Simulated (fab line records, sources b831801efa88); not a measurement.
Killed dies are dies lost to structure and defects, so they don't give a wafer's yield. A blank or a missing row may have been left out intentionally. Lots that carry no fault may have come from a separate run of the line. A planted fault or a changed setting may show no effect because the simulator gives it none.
Code-filled problem report in 8D (eight disciplines) form -- flow sky130 -- the parts of the form that need people (team, actions taken, sign-off) are left out

1. PROBLEM STATEMENT
run-length-s at SKY_LI_CONTACT_SOFTBAKE_08 reads a mean of 115.44 s on 3 wafers of 2 lots; wafers without a fault read 119.12 s with a standard deviation of 0.3. Measured from the usual mean, that is -12 standard deviations.
The step: time 90 s.
First observed at day 36 07:00: wafer L647.4, on litho-track-01. The record holds 36 wafers of 12 lots with a number at this step. The rule behind "out" and "out of limits": a value lying over 4 standard deviations away from the usual mean. The rest of the wafers with a number are treated as sound.

2. WHAT IT IS, AND WHAT IT ISN'T
question,is,is not
which readings at this step,"run-length-s, heater-power-total-W",-
which lots,"L647, L648","L625, L628, L630, L632, L634, L635, L636, L637, L638, L645"
which wafers of those lots,"L647.4, L648.4, L648.6","L647.1, L647.3, L648.3"
read on which tools,litho-track-01,"litho-track-03, litho-track-04"
when,from day 36 07:00,up to then (32 sound wafers); but 1 sound wafer of L648 came after

3. SUSPECTS, AND WHAT RULES EACH OUT
Counting: if a tool at a process step up to the reading ran every lot that is out, it stays a suspect. Sound lots after the first of them don't rule it out here, since some wafers of a struck lot are sound.
- rie-diel-04 at SKY_SPACER_ETCHBACK_02 (etches Si3N4 in CH3F/O2, stops on SiO2, time 46.7 s, target depth 45 nm): kept. It ran every lot that is out, first L647 (day 31 02:35).
- litho-track-01 at SKY_LI_CONTACT_SOFTBAKE_08 (time 90 s): kept. It ran every lot that is out, first L647 (day 36 07:00); its last sound lot up to then is L645 (day 35 21:00). Out on those wafers are its own readings of heater-power-total-W, run-length-s.
Left after counting: rie-diel-04 at SKY_SPACER_ETCHBACK_02, litho-track-01 at SKY_LI_CONTACT_SOFTBAKE_08.

4. THE CAUSE (what the simulator had put in)
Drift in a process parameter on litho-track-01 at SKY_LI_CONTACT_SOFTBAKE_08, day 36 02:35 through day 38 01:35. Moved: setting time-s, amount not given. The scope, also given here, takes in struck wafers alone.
After counting, 2 suspects remain, this tool included.

5. THE CHAIN OF EFFECTS, in route order
Each row: a reading whose mean over the struck wafers that have a number lies more than 3 standard deviations from the usual. Only readings for which the record gives a usual standard deviation are gone through. hours: the time from each lot's start at the first step in this table that gives one to its start at this step, as a median over the lots. sigmas: the change in usual standard deviations.
hours,step,reading,usual,on struck wafers,change,sigmas
0,SKY_LI_CONTACT_SOFTBAKE_08,heater-power-total-W,57.34 W,58.12,+0.78,+6.0
0,SKY_LI_CONTACT_SOFTBAKE_08,run-length-s,119.12 s,115.44,-3.68,-12
Here are the process steps it includes:
- SKY_LI_CONTACT_SOFTBAKE_08: time 90 s.
Readings that are blank on the struck wafers while sound wafers have them: plate-temp-C at SKY_LI_CONTACT_SOFTBAKE_08.

6. HOW IT WOULD HAVE BEEN CAUGHT EARLIER
First out-of-limits reading in this record: day 36 07:00, which is 4 hours after fault onset at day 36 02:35.
